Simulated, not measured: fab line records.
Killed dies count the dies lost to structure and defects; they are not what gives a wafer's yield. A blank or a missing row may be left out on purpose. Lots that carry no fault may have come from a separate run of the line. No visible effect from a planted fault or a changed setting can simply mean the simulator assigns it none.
fab line records	flow sky130
[record] lots = 24	wafers = 72	last_day = 50
route steps=708 shown GATE_OXIDE@189 LDD_HVN@276 METAL2@483 PAD_OPEN@701
lots that met no fault: from a run of the same line without faults
start_h: start of the lot's first displayed wafer, in hours after the record's first day	wait_h: how many hours have passed since the lot's step before this one	" repeats the value in the row above	L1.1+2: a single row standing in for several wafers	- no value, or no start was given	* or withheld: withheld	< > ~ a bound
route shown NAME@n: names a module that has steps shown in the file, with the first one's number in the route	usual: the fault-free wafers' mean and standard deviation	same: alike in all rows	chamber/n: place in a boat	sites: readings site by site	_std_site: how widely they spread, as a standard deviation	_edge_site: outer sites' mean less inner sites'	radius_mm: how far each site lies from the wafer's centre	mask NAME#n: copy n	behind: tool/chamber where the wafer was last shaped	hold: why the lot was held/for how many hours/how that ended	device: which transistor (n, p or np) failed to switch	end of line: the same wafers' tests at the end of the route	step lacking rows: just its recipe	killed: the dies lost at the first sort to structure and to defects; this is not the yield of the wafer	map: the dies of a wafer, with x for killed, . for not killed, _ for no die there
set.NAME: the run value of the setting; set.NAME@STEP: its run value at that earlier step	model.NAME: the simulator's own value behind a step, which no gauge read
one table for each step of the route and one row for each wafer, over a sample of lots
services: when a tool's chamber went out of use (start_h, in hours from the record's first day, below 0 if earlier), for how many hours, and the reason
[[steps]]
[step SKY_GATE_OXIDE_THK_MEAS_02]
[recipe] reads = SiO2_of_GATE_OXIDE_OXIDATION_01
[usual] GATE_OXIDE_OXIDATION_00_THK = 10.30/0.17
lot.wafer	tool	chamber	start_h	wait_h	GATE_OXIDE_OXIDATION_00_THK[nm]
L074.1	film_metro-02	-	275.86	0.0	10.48
L074.5	"	-	"	"	10.55
L074.6	"	-	"	"	10.17
L075.1	film_metro-01	-	279.64	0.0	10.25
L075.2	"	-	"	"	10.18
L075.5	"	-	"	"	10.01
L076.1	film_metro-01	-	300.79	0.0	10.21
L076.2	"	-	"	"	10.20
L076.4	"	-	"	"	10.07
L077.2	film_metro-04	-	301.09	0.0	10.46
L077.4	"	-	"	"	10.34
L077.5	"	-	"	"	10.35
L078.3	film_metro-01	-	305.72	0.0	10.35
L078.4	"	-	"	"	10.20
L078.6	"	-	"	"	10.26
L079.2	film_metro-01	-	322.80	0.0	10.39
L079.4	"	-	"	"	10.33
L079.5	"	-	"	"	10.48
L080.3	film_metro-01	-	324.84	0.0	10.15
L080.5	"	-	"	"	10.28
L080.6	"	-	"	"	10.43
L081.2	film_metro-01	-	332.80	0.0	10.45
L081.5	"	-	"	"	10.35
L081.6	"	-	"	"	10.39
L082.3	film_metro-04	-	342.74	0.0	10.18
L082.4	"	-	"	"	10.30
L082.5	"	-	"	"	10.15
L083.4	film_metro-01	-	358.23	0.0	10.48
L083.5	"	-	"	"	10.31
L083.6	"	-	"	"	10.28
L084.3	film_metro-04	-	359.62	0.0	10.25
L084.5	"	-	"	"	10.35
L084.6	"	-	"	"	10.36
L085.1	film_metro-04	-	364.30	0.0	10.27
L085.3	"	-	"	"	10.34
L085.5	"	-	"	"	10.18
L086.2	film_metro-02	-	378.95	0.0	10.43
L086.3	"	-	"	"	10.40
L086.6	"	-	"	"	10.62
L087.2	film_metro-02	-	389.97	0.0	10.24
L087.5	"	-	"	"	10.17
L087.6	"	-	"	"	10.18
L088.1	film_metro-02	-	396.09	0.0	10.53
L088.2	"	-	"	"	10.54
L088.5	"	-	"	"	10.47
L089.2	film_metro-02	-	404.70	0.0	10.36
L089.3	"	-	"	"	10.38
L089.5	"	-	"	"	10.44
L090.3	film_metro-02	-	416.00	0.0	10.08
L090.4	"	-	"	"	10.16
L090.6	"	-	"	"	10.25
L092.2	film_metro-02	-	443.10	0.0	10.53
L092.3	"	-	"	"	10.42
L092.6	"	-	"	"	10.41
L091.1	film_metro-01	-	444.50	0.0	10.00
L091.3	"	-	"	"	9.99
L091.4	"	-	"	"	9.90
L093.1	film_metro-02	-	447.89	0.0	10.52
L093.2	"	-	"	"	10.42
L093.3	"	-	"	"	10.22
L095.2	film_metro-02	-	453.00	0.0	10.08
L095.3	"	-	"	"	9.98
L095.5	"	-	"	"	10.04
L094.2	film_metro-02	-	457.15	0.0	10.50
L094.4	"	-	"	"	10.63
L094.6	"	-	"	"	10.45
L096.2	film_metro-01	-	466.01	0.0	10.12
L096.3	"	-	"	"	9.81
L096.5	"	-	"	"	9.96
L097.2	film_metro-01	-	480.29	0.0	10.48
L097.5	"	-	"	"	10.57
L097.6	"	-	"	"	10.52
[step SKY_LDD_HVN_STRIP_09]
[recipe] chemistry = O2/N2	power_w = 1400	pressure_mtorr = 1500	platen_temp_c = withheld	o2_flow_sccm = 3000	n2_flow_sccm = 300	overash_fraction = 0.5
[usual] drypump_motor_current_A = 5.5/0.33	oes_product_au = 0.408/0.0043	strip_time_to_endpoint_s = 4.139/0.016
lot.wafer	tool	chamber	start_h	wait_h	drypump_motor_current_A	oes_product_au	rf_hours_counter_h	strip_time_to_endpoint_s
L074.1	plasma_asher-04	1	458.84	0.1	5.4	0.404	34	4.146
L074.5	"	0	"	"	5.6	0.403	-	4.130
L074.6	"	1	"	"	5.4	0.414	-	4.138
L075.1	plasma_asher-02	0	470.74	0.1	5.8	0.408	64	4.149
L075.2	"	1	"	"	5.5	0.411	64	4.138
L075.5	"	0	"	"	5.9	0.400	-	4.125
L077.2	plasma_asher-02	1	483.84	0.1	5.5	0.409	65	4.132
L077.4	"	0	"	"	5.8	0.406	-	4.120
L077.5	"	0	"	"	5.8	0.412	-	4.129
L076.1	plasma_asher-04	0	484.15	0.1	5.6	0.411	37	4.165
L076.2	"	1	"	"	5.4	0.412	37	4.160
L076.4	"	0	"	"	5.6	0.403	-	4.177
L078.3	plasma_asher-03	0	493.73	0.1	4.8	0.401	-	4.130
L078.4	"	1	"	"	5.9	0.394	-	4.156
L078.6	"	0	"	"	4.8	0.413	-	4.151
L079.2	plasma_asher-04	0	512.19	0.1	5.6	0.407	39	4.115
L079.4	"	1	"	"	5.4	0.409	-	4.130
L079.5	"	0	"	"	5.6	0.411	-	4.123
L080.3	plasma_asher-02	1	513.77	0.1	5.6	0.405	-	4.154
L080.5	"	0	"	"	5.9	0.411	-	4.136
L080.6	"	1	"	"	5.6	0.411	-	4.126
L081.2	plasma_asher-02	0	523.24	0.1	5.8	0.405	70	4.139
L081.5	"	0	"	"	5.9	0.406	-	4.155
L081.6	"	1	"	"	5.6	0.405	-	4.162
L082.3	plasma_asher-02	1	529.47	0.1	5.5	0.412	-	4.108
L082.4	"	0	"	"	5.8	0.405	-	4.117
L082.5	"	1	"	"	5.6	0.412	-	4.118
L083.4	plasma_asher-03	1	547.62	0.1	5.9	0.405	-	4.137
L083.5	"	1	"	"	5.9	0.408	-	4.127
L083.6	"	0	"	"	4.8	0.412	-	4.139
L084.3	plasma_asher-02	0	551.12	0.1	5.8	0.413	-	4.139
L084.5	"	0	"	"	5.8	0.417	-	4.145
L084.6	"	1	"	"	5.5	0.406	-	4.134
L085.1	plasma_asher-03	1	555.44	0.1	5.8	0.407	88	4.133
L085.3	"	0	"	"	4.8	0.409	-	4.137
L085.5	"	0	"	"	4.8	0.398	-	4.118
L086.2	plasma_asher-04	0	571.54	0.1	5.6	0.405	45	4.158
L086.3	"	0	"	"	5.6	0.408	-	4.141
L086.6	"	1	"	"	5.4	0.411	-	4.148
L087.2	plasma_asher-02	0	581.61	0.1	5.8	0.403	75	4.147
L087.5	"	1	"	"	5.6	0.405	-	4.142
L087.6	"	0	"	"	5.9	0.413	-	4.153
L088.1	plasma_asher-02	0	587.99	0.1	5.8	0.408	76	4.134
L088.2	"	1	"	"	5.5	0.404	76	4.123
L088.5	"	0	"	"	5.8	0.407	-	4.151
L089.2	plasma_asher-03	0	639.00	0.1	4.8	0.404	96	4.125
L089.3	"	0	"	"	4.8	0.403	-	4.133
L089.5	"	0	"	"	4.8	0.410	-	4.120
L090.3	plasma_asher-03	1	640.52	0.1	5.9	0.405	-	4.115
L090.4	"	0	"	"	4.9	0.414	-	4.141
L090.6	"	0	"	"	4.8	0.418	-	4.117
L092.2	plasma_asher-03	1	640.79	0.1	5.9	0.408	96	4.132
L092.3	"	0	"	"	4.8	0.403	-	4.129
L092.6	"	0	"	"	4.8	0.402	-	4.150
L093.1	plasma_asher-04	1	640.85	0.1	5.4	0.404	52	4.200
L093.2	"	0	"	"	5.6	0.415	52	4.154
L093.3	"	1	"	"	5.4	0.404	-	4.129
L091.1	plasma_asher-04	0	641.45	0.1	5.6	0.411	52	4.153
L091.3	"	0	"	"	5.6	0.411	-	4.150
L091.4	"	1	"	"	5.4	0.410	-	4.146
L095.2	plasma_asher-02	0	646.84	0.1	5.8	0.407	82	4.123
L095.3	"	0	"	"	5.8	0.408	-	4.155
L095.5	"	0	"	"	5.9	0.403	-	4.147
L094.2	plasma_asher-03	1	647.14	0.1	5.9	0.407	96	4.140
L094.4	"	1	"	"	5.8	0.412	-	4.137
L094.6	"	1	"	"	5.8	0.412	-	4.160
L096.2	plasma_asher-02	1	649.94	0.1	5.5	0.413	82	4.137
L096.3	"	1	"	"	5.5	0.401	-	4.120
L096.5	"	1	"	"	5.5	0.413	-	4.139
L097.2	plasma_asher-04	0	664.24	0.1	5.6	0.409	55	4.122
L097.5	"	1	"	"	5.4	0.407	-	4.128
L097.6	"	0	"	"	5.6	0.412	-	4.133
[step SKY_METAL2_SPUTTER_00]
[recipe] material = Ti	target_thk_nm = 15	power_w = 3000	time_s = 10	chamber_pressure_pa = 0.4
[usual] cathode_dc_power_W = 3000.0/0.54	chamber_pressure_pa = 0.4000/0.00086	throttle_valve_pct = 29.8/1.2
lot.wafer	tool	chamber	start_h	wait_h	cathode_dc_power_W	chamber_pressure_pa	throttle_valve_pct
L074.1	pvd_sputter-03	-	787.58	0.2	3001.2	0.3996	29.4
L074.5	"	-	"	"	3000.5	0.4008	29.6
L074.6	"	-	"	"	3000.2	0.3996	27.7
L075.1	pvd_sputter-04	-	797.47	0.2	2999.1	0.4003	31.0
L075.2	"	-	"	"	2999.9	0.3996	30.9
L075.5	"	-	"	"	2999.6	0.3990	31.0
L076.1	pvd_sputter-03	-	808.23	0.1	2999.7	0.3988	31.7
L076.2	"	-	"	"	2999.3	0.4005	29.4
L076.4	"	-	"	"	3000.2	0.3996	29.7
L077.2	pvd_sputter-04	-	808.77	0.2	2999.7	0.4009	31.0
L077.4	"	-	"	"	2999.5	0.4002	28.6
L077.5	"	-	"	"	2999.6	0.4007	28.7
L078.3	pvd_sputter-03	-	817.78	0.2	2999.7	0.3991	28.0
L078.4	"	-	"	"	3000.7	0.4008	31.4
L078.6	"	-	"	"	2999.7	0.3982	28.2
L079.2	pvd_sputter-03	-	831.88	0.1	2999.9	0.3985	31.4
L079.4	"	-	"	"	3000.4	0.4017	29.6
L079.5	"	-	"	"	2999.8	0.4013	29.7
L080.3	pvd_sputter-02	-	834.77	0.1	3000.6	0.4012	29.3
L080.5	"	-	"	"	2999.5	0.4002	29.5
L080.6	"	-	"	"	2999.3	0.3984	31.1
L081.2	pvd_sputter-04	-	842.18	0.1	2999.7	0.3989	28.1
L081.5	"	-	"	"	2999.3	0.3996	28.5
L081.6	"	-	"	"	3000.1	0.3993	31.0
L082.3	pvd_sputter-03	-	846.22	0.1	2999.9	0.4015	31.6
L082.4	"	-	"	"	2999.9	0.3998	29.6
L082.5	"	-	"	"	3000.4	0.4011	31.3
L083.4	pvd_sputter-02	-	863.33	0.2	3000.0	0.4016	31.1
L083.5	"	-	"	"	2999.4	0.4002	29.3
L083.6	"	-	"	"	3000.8	0.3993	30.0
L084.3	pvd_sputter-03	-	868.45	0.1	3000.4	0.4003	28.1
L084.5	"	-	"	"	3000.1	0.3999	29.7
L084.6	"	-	"	"	3000.3	0.3982	29.6
L085.1	pvd_sputter-03	-	868.99	0.3	2999.1	0.4017	29.4
L085.3	"	-	"	"	2999.3	0.4000	31.5
L085.5	"	-	"	"	2999.1	0.4010	29.4
L086.2	pvd_sputter-04	-	884.24	0.2	2999.0	0.3996	28.4
L086.3	"	-	"	"	3000.5	0.3994	31.1
L086.6	"	-	"	"	2999.5	0.3986	28.7
L087.2	pvd_sputter-04	-	891.12	0.1	2998.9	0.3988	28.4
L087.5	"	-	"	"	3000.3	0.3989	28.6
L087.6	"	-	"	"	3000.2	0.4005	30.8
L088.1	pvd_sputter-04	-	895.94	0.2	2999.4	0.4002	31.0
L088.2	"	-	"	"	3000.8	0.3993	31.0
L088.5	"	-	"	"	3000.0	0.4009	28.9
L089.2	pvd_sputter-03	-	936.33	0.1	3000.2	0.3986	31.5
L089.3	"	-	"	"	3000.1	0.4005	29.6
L089.5	"	-	"	"	3000.1	0.4004	29.9
L090.3	pvd_sputter-03	-	940.78	0.1	3000.1	0.4001	28.1
L090.4	"	-	"	"	3000.5	0.4002	29.7
L090.6	"	-	"	"	3001.2	0.3995	29.7
L092.2	pvd_sputter-04	-	942.23	0.1	2999.1	0.3993	31.1
L092.3	"	-	"	"	3000.8	0.3980	30.9
L092.6	"	-	"	"	3000.9	0.3996	30.6
L093.1	pvd_sputter-03	-	944.29	0.1	2999.9	0.3993	29.7
L093.2	"	-	"	"	3000.1	0.4006	31.2
L093.3	"	-	"	"	3000.5	0.4000	27.9
L091.1	pvd_sputter-02	-	944.63	0.1	3000.2	0.3990	29.4
L091.3	"	-	"	"	3000.6	0.4004	29.1
L091.4	"	-	"	"	2999.6	0.4003	31.1
L095.2	pvd_sputter-02	-	945.58	0.2	3000.4	0.4015	29.1
L095.3	"	-	"	"	3001.0	0.3993	29.4
L095.5	"	-	"	"	3000.0	0.4001	31.2
L094.2	pvd_sputter-03	-	946.52	0.2	3000.0	0.4013	27.9
L094.4	"	-	"	"	2999.4	0.3996	29.6
L094.6	"	-	"	"	2999.5	0.3997	29.7
L096.2	pvd_sputter-04	-	949.25	0.1	2999.9	0.4007	30.8
L096.3	"	-	"	"	2999.2	0.3988	31.3
L096.5	"	-	"	"	2999.6	0.4017	28.5
L097.2	pvd_sputter-04	-	956.90	0.2	3000.4	0.4001	31.2
L097.5	"	-	"	"	3000.4	0.4002	28.6
L097.6	"	-	"	"	2999.5	0.3998	30.9
[step SKY_METAL2_SPUTTER_01]
[recipe] material = TiN	target_thk_nm = 20	power_w = 6500	time_s = 16.7	chamber_pressure_pa = 0.4
[usual] cathode_dc_power_W = 6500.0/1.2	chamber_pressure_pa = 0.4001/0.0008	throttle_valve_pct = 29.8/1.2
lot.wafer	tool	chamber	start_h	wait_h	cathode_dc_power_W	chamber_pressure_pa	throttle_valve_pct
L074.1	pvd_sputter-03	-	787.60	0.0	6497.4	0.4009	29.7
L074.5	"	-	"	"	6499.6	0.4001	29.7
L074.6	"	-	"	"	6500.8	0.4009	28.0
L075.1	pvd_sputter-04	-	797.49	0.0	6500.9	0.3997	30.9
L075.2	"	-	"	"	6499.4	0.4001	30.8
L075.5	"	-	"	"	6501.4	0.4002	30.6
L076.1	pvd_sputter-03	-	808.26	0.0	6499.6	0.3999	31.7
L076.2	"	-	"	"	6501.6	0.4008	29.2
L076.4	"	-	"	"	6501.2	0.3993	29.7
L077.2	pvd_sputter-04	-	808.79	0.0	6501.8	0.4004	31.1
L077.4	"	-	"	"	6499.8	0.4002	28.6
L077.5	"	-	"	"	6500.2	0.4005	28.2
L078.3	pvd_sputter-03	-	817.80	0.0	6499.6	0.3996	28.3
L078.4	"	-	"	"	6499.2	0.4012	31.9
L078.6	"	-	"	"	6499.6	0.3990	28.1
L079.2	pvd_sputter-03	-	831.90	0.0	6500.8	0.3996	31.6
L079.4	"	-	"	"	6504.0	0.4007	29.6
L079.5	"	-	"	"	6499.4	0.3999	29.8
L080.3	pvd_sputter-02	-	834.79	0.0	6501.2	0.3998	29.2
L080.5	"	-	"	"	6499.8	0.4003	29.1
L080.6	"	-	"	"	6499.0	0.3998	31.1
L081.2	pvd_sputter-04	-	842.20	0.0	6499.6	0.3987	28.2
L081.5	"	-	"	"	6501.3	0.4000	28.5
L081.6	"	-	"	"	6499.5	0.3993	30.9
L082.3	pvd_sputter-03	-	846.24	0.0	6500.8	0.3996	32.0
L082.4	"	-	"	"	6501.5	0.4003	29.7
L082.5	"	-	"	"	6499.5	0.4009	31.8
L083.4	pvd_sputter-02	-	863.35	0.0	6500.5	0.4003	31.3
L083.5	"	-	"	"	6500.9	0.3993	29.3
L083.6	"	-	"	"	6500.5	0.4014	29.9
L084.3	pvd_sputter-03	-	868.47	0.0	6499.0	0.4006	27.9
L084.5	"	-	"	"	6499.6	0.4000	29.8
L084.6	"	-	"	"	6500.0	0.3998	29.6
L085.1	pvd_sputter-03	-	869.01	0.0	6499.6	0.4003	29.4
L085.3	"	-	"	"	6500.3	0.4004	31.9
L085.5	"	-	"	"	6501.9	0.4000	29.6
L086.2	pvd_sputter-04	-	884.26	0.0	6499.9	0.3989	28.5
L086.3	"	-	"	"	6498.6	0.3991	31.4
L086.6	"	-	"	"	6498.5	0.4018	28.5
L087.2	pvd_sputter-04	-	891.14	0.0	6501.0	0.4000	28.6
L087.5	"	-	"	"	6499.9	0.3995	28.5
L087.6	"	-	"	"	6500.1	0.3993	30.9
L088.1	pvd_sputter-04	-	895.96	0.0	6500.9	0.4008	30.9
L088.2	"	-	"	"	6502.1	0.4000	30.9
L088.5	"	-	"	"	6498.3	0.4002	28.4
L089.2	pvd_sputter-03	-	936.35	0.0	6499.1	0.3998	31.7
L089.3	"	-	"	"	6498.7	0.4005	29.4
L089.5	"	-	"	"	6500.9	0.3995	29.8
L090.3	pvd_sputter-03	-	940.80	0.0	6500.2	0.3984	28.3
L090.4	"	-	"	"	6500.3	0.4014	29.6
L090.6	"	-	"	"	6501.3	0.4000	29.6
L092.2	pvd_sputter-04	-	942.25	0.0	6499.4	0.4004	31.2
L092.3	"	-	"	"	6501.3	0.3996	30.8
L092.6	"	-	"	"	6501.0	0.4008	30.7
L093.1	pvd_sputter-03	-	944.31	0.0	6500.5	0.4004	29.5
L093.2	"	-	"	"	6498.8	0.4002	31.5
L093.3	"	-	"	"	6500.6	0.4000	27.6
L091.1	pvd_sputter-02	-	944.65	0.0	6497.0	0.3996	29.5
L091.3	"	-	"	"	6499.0	0.4015	29.4
L091.4	"	-	"	"	6498.5	0.3988	31.1
L095.2	pvd_sputter-02	-	945.60	0.0	6500.1	0.4000	29.3
L095.3	"	-	"	"	6501.4	0.4002	29.6
L095.5	"	-	"	"	6501.3	0.4006	31.4
L094.2	pvd_sputter-03	-	946.54	0.0	6501.2	0.3994	28.3
L094.4	"	-	"	"	6498.3	0.4008	29.6
L094.6	"	-	"	"	6498.4	0.4016	29.7
L096.2	pvd_sputter-04	-	949.27	0.0	6499.3	0.4000	30.9
L096.3	"	-	"	"	6499.5	0.4010	30.9
L096.5	"	-	"	"	6501.2	0.4005	28.7
L097.2	pvd_sputter-04	-	956.93	0.0	6502.0	0.4000	30.9
L097.5	"	-	"	"	6502.0	0.4001	28.4
L097.6	"	-	"	"	6499.8	0.4000	31.4
[step SKY_METAL2_SPUTTER_02]
[recipe] material = AlCu	target_thk_nm = 250	power_w = 10600	time_s = 13.3	chamber_pressure_pa = 0.4
[usual] cathode_dc_power_W = 10600/2	chamber_pressure_pa = 0.3999/0.00094	throttle_valve_pct = 29.8/1.2
lot.wafer	tool	chamber	start_h	wait_h	cathode_dc_power_W	chamber_pressure_pa	throttle_valve_pct
L074.1	pvd_sputter-03	-	787.63	0.0	10600	0.4012	29.5
L074.5	"	-	"	"	10601	0.4006	29.7
L074.6	"	-	"	"	10598	0.3986	28.2
L075.1	pvd_sputter-04	-	797.51	0.0	10603	0.3990	31.2
L075.2	"	-	"	"	10601	0.3995	30.7
L075.5	"	-	"	"	10603	0.3992	30.9
L076.1	pvd_sputter-03	-	808.28	0.0	10597	0.4008	31.5
L076.2	"	-	"	"	10601	0.4005	29.8
L076.4	"	-	"	"	10599	0.3999	29.9
L077.2	pvd_sputter-04	-	808.82	0.0	10600	0.4006	31.1
L077.4	"	-	"	"	10600	0.3992	28.7
L077.5	"	-	"	"	10600	0.3994	28.6
L078.3	pvd_sputter-03	-	817.82	0.0	10601	0.4006	28.3
L078.4	"	-	"	"	10599	0.3995	31.6
L078.6	"	-	"	"	10601	0.4005	28.0
L079.2	pvd_sputter-03	-	831.92	0.0	10598	0.3998	31.9
L079.4	"	-	"	"	10601	0.3995	29.6
L079.5	"	-	"	"	10599	0.3991	30.0
L080.3	pvd_sputter-02	-	834.82	0.0	10600	0.4008	29.2
L080.5	"	-	"	"	10602	0.3996	29.2
L080.6	"	-	"	"	10599	0.3947	30.9
L081.2	pvd_sputter-04	-	842.23	0.0	10599	0.3990	28.5
L081.5	"	-	"	"	10597	0.3998	28.1
L081.6	"	-	"	"	10599	0.3990	30.8
L082.3	pvd_sputter-03	-	846.27	0.0	10596	0.4002	31.7
L082.4	"	-	"	"	10602	0.4014	29.8
L082.5	"	-	"	"	10601	0.4007	31.8
L083.4	pvd_sputter-02	-	863.38	0.0	10603	0.4016	31.2
L083.5	"	-	"	"	10602	0.4003	29.3
L083.6	"	-	"	"	10600	0.4008	29.9
L084.3	pvd_sputter-03	-	868.50	0.0	10600	0.3997	28.0
L084.5	"	-	"	"	10600	0.3998	29.6
L084.6	"	-	"	"	10601	0.3988	30.0
L085.1	pvd_sputter-03	-	869.04	0.0	10600	0.4000	29.5
L085.3	"	-	"	"	10599	0.4001	31.3
L085.5	"	-	"	"	10600	0.4004	29.5
L086.2	pvd_sputter-04	-	884.29	0.0	10599	0.3997	28.5
L086.3	"	-	"	"	10598	0.3999	31.4
L086.6	"	-	"	"	10604	0.3992	28.7
L087.2	pvd_sputter-04	-	891.17	0.0	10598	0.4000	28.4
L087.5	"	-	"	"	10599	0.3989	28.4
L087.6	"	-	"	"	10602	0.3987	31.1
L088.1	pvd_sputter-04	-	895.99	0.0	10598	0.4009	30.8
L088.2	"	-	"	"	10598	0.4012	31.3
L088.5	"	-	"	"	10604	0.4017	28.1
L089.2	pvd_sputter-03	-	936.38	0.0	10598	0.3988	31.5
L089.3	"	-	"	"	10597	0.4013	30.0
L089.5	"	-	"	"	10601	0.4004	29.5
L090.3	pvd_sputter-03	-	940.82	0.0	10600	0.3991	28.1
L090.4	"	-	"	"	10600	0.4013	29.6
L090.6	"	-	"	"	10597	0.4002	29.8
L092.2	pvd_sputter-04	-	942.28	0.0	10600	0.3999	31.0
L092.3	"	-	"	"	10600	0.3992	30.8
L092.6	"	-	"	"	10599	0.3992	30.8
L093.1	pvd_sputter-03	-	944.34	0.0	10600	0.3999	29.6
L093.2	"	-	"	"	10602	0.4008	31.7
L093.3	"	-	"	"	10600	0.4005	28.1
L091.1	pvd_sputter-02	-	944.68	0.0	10598	0.3998	29.4
L091.3	"	-	"	"	10601	0.3979	29.1
L091.4	"	-	"	"	10597	0.4004	31.2
L095.2	pvd_sputter-02	-	945.62	0.0	10600	0.3989	29.4
L095.3	"	-	"	"	10598	0.4008	29.2
L095.5	"	-	"	"	10602	0.3991	31.1
L094.2	pvd_sputter-03	-	946.56	0.0	10599	0.3996	28.0
L094.4	"	-	"	"	10600	0.4006	29.8
L094.6	"	-	"	"	10601	0.4000	29.7
L096.2	pvd_sputter-04	-	949.30	0.0	10600	0.4001	30.9
L096.3	"	-	"	"	10601	0.3997	31.1
L096.5	"	-	"	"	10601	0.3996	28.5
L097.2	pvd_sputter-04	-	956.95	0.0	10598	0.3996	31.3
L097.5	"	-	"	"	10597	0.4002	28.6
L097.6	"	-	"	"	10598	0.4005	31.3
[step SKY_PAD_OPEN_ETCH_07]
[recipe] chemistry = CF4/O2	target_depth_nm = 725	stop_on = AlCu	source_w = 800	bias_w = 150	pressure_mtorr = 150	cf4_flow_sccm = 80	O2_flow_sccm = 10	time_s = 161.1
[usual] drypump_motor_current_A = 5.6/0.39	oes_product_au = 0.978/0.0076	throttle_valve_pct = 5.963/0.0086
lot.wafer	tool	chamber	start_h	wait_h	drypump_motor_current_A	oes_product_au	rf_hours_counter_h	throttle_valve_pct
L074.1	rie_diel-01	3	1061.95	-	5.9	0.975	20	5.963
L074.5	"	0	"	"	6.1	0.989	-	5.978
L074.6	"	1	"	"	4.9	0.969	-	5.950
L075.1	rie_diel-02	1	1068.55	-	5.6	0.970	9	5.973
L075.2	"	2	"	"	5.7	0.969	29	5.961
L075.5	"	1	"	"	5.6	0.979	-	5.960
L076.1	rie_diel-04	2	1079.15	-	6.2	0.975	8	5.964
L076.2	"	3	"	"	5.8	0.972	28	5.942
L076.4	"	0	"	"	5.4	0.979	15	5.971
L077.2	rie_diel-01	0	1080.65	-	6.0	0.974	8	5.977
L077.4	"	2	"	"	4.9	0.985	27	5.964
L077.5	"	3	"	"	5.8	0.972	-	5.959
L078.3	rie_diel-04	0	1090.50	-	5.4	0.957	16	5.967
L078.4	"	2	"	"	6.2	0.975	8	5.955
L078.6	"	3	"	"	5.9	0.992	-	5.955
L079.2	rie_diel-01	2	1094.55	-	4.9	0.975	27	5.960
L079.4	"	2	"	"	4.9	0.993	-	5.965
L079.5	"	0	"	"	6.1	0.990	-	5.981
L080.3	rie_diel-04	0	1098.82	-	5.4	0.984	16	5.964
L080.5	"	1	"	"	5.8	0.980	-	5.962
L080.6	"	2	"	"	6.2	0.983	-	5.961
L081.2	rie_diel-01	0	1106.07	-	6.1	0.974	9	5.968
L081.5	"	3	"	"	5.9	0.969	-	5.975
L081.6	"	0	"	"	6.1	0.986	-	5.958
L082.3	rie_diel-02	0	1110.50	-	5.1	0.965	13	5.978
L082.4	"	2	"	"	5.7	0.983	30	5.961
L082.5	"	2	"	"	5.7	0.977	-	5.966
L083.4	rie_diel-02	1	1118.61	-	5.7	0.987	11	5.953
L083.5	"	1	"	"	5.7	0.984	-	5.950
L083.6	"	2	"	"	5.7	0.973	-	5.982
L084.3	rie_diel-02	3	1124.85	-	5.9	0.971	12	5.948
L084.5	"	3	"	"	5.9	0.975	-	5.975
L084.6	"	0	"	"	5.1	0.979	-	5.993
L085.1	rie_diel-01	2	1125.55	-	4.9	0.977	28	5.952
L085.3	"	1	"	"	4.8	0.977	25	5.956
L085.5	"	2	"	"	4.9	0.980	-	5.965
L086.2	rie_diel-02	3	1136.92	-	5.8	0.977	13	5.965
L086.3	"	0	"	"	5.1	0.969	14	5.961
L086.6	"	3	"	"	5.8	0.984	-	5.970
L087.2	rie_diel-04	1	1144.02	-	5.8	0.969	20	5.947
L087.5	"	3	"	"	5.8	0.988	-	5.965
L087.6	"	2	"	"	6.1	0.978	-	5.957
L088.1	rie_diel-02	3	1146.22	-	5.9	0.979	13	5.967
L088.2	"	0	"	"	5.1	0.972	14	5.953
L088.5	"	0	"	"	5.1	0.990	-	5.980
L089.2	rie_diel-01	3	1175.07	-	5.8	0.978	25	5.964
L089.3	"	2	"	"	4.8	0.977	30	5.953
L089.5	"	3	"	"	5.8	0.964	-	5.959
L090.3	rie_diel-01	0	1176.31	-	6.1	0.970	11	5.953
L090.4	"	1	"	"	4.9	0.968	27	5.963
L090.6	"	0	"	"	6.1	0.984	-	5.960
L092.2	rie_diel-02	0	1177.37	-	5.1	0.980	16	5.955
L092.3	"	1	"	"	5.6	0.984	14	5.968
L092.6	"	0	"	"	5.1	0.982	-	5.953
L093.1	rie_diel-02	1	1179.90	-	5.7	0.971	14	5.963
L093.2	"	0	"	"	5.1	0.972	16	5.968
L093.3	"	3	"	"	5.9	0.969	15	5.964
L091.1	rie_diel-02	0	1182.06	-	5.1	0.968	16	5.961
L091.3	"	2	"	"	5.7	0.976	1	5.946
L091.4	"	1	"	"	5.7	0.974	14	5.975
L094.2	rie_diel-04	3	1182.76	-	5.8	0.986	2	5.970
L094.4	"	1	"	"	5.8	0.982	21	5.971
L094.6	"	1	"	"	5.8	0.978	-	5.965
L095.2	rie_diel-02	3	1183.10	-	5.9	0.968	15	5.948
L095.3	"	1	"	"	5.6	0.980	14	5.968
L095.5	"	3	"	"	5.9	0.970	-	5.943
L096.2	rie_diel-04	0	1187.41	-	5.5	0.984	19	5.961
L096.3	"	3	"	"	5.9	0.984	2	5.954
L096.5	"	1	"	"	5.9	0.974	-	5.959
L097.2	rie_diel-04	3	1191.12	-	5.9	0.986	2	5.968
L097.5	"	0	"	"	5.4	0.999	-	5.971
L097.6	"	3	"	"	5.8	0.978	-	5.962
[[services]]
tool	chamber	start_h	hours	kind
rie_diel-02	3	482.59	2.8	repair
pvd_sputter-03	-	491.90	9.3	repair
plasma_asher-02	-	514.37	0.4	repair
rie_diel-02	1	514.49	14.1	repair
rie_diel-02	2	524.85	6.6	repair
pvd_sputter-03	-	534.27	0.6	repair
pvd_sputter-02	-	548.55	3.0	repair
plasma_asher-02	-	575.91	2.8	pm
plasma_asher-02	-	583.69	1.3	repair
rie_diel-02	1	595.02	11.2	repair
pvd_sputter-03	-	654.77	5.3	repair
pvd_sputter-03	-	658.82	3.7	repair
pvd_sputter-03	-	708.11	2.1	repair
pvd_sputter-03	-	712.38	2.8	repair
pvd_sputter-03	-	771.12	3.3	repair
pvd_sputter-02	-	823.22	1.2	repair
pvd_sputter-02	-	864.32	10.7	repair
pvd_sputter-03	-	873.25	0.6	repair
pvd_sputter-03	-	1020.89	9.8	repair
pvd_sputter-02	-	1060.50	0.9	repair
pvd_sputter-02	-	1063.43	0.7	repair
pvd_sputter-02	-	1108.76	1.9	repair
pvd_sputter-03	-	1152.18	2.4	repair
pvd_sputter-02	-	1180.77	1.0	repair
[[key]]
fault none
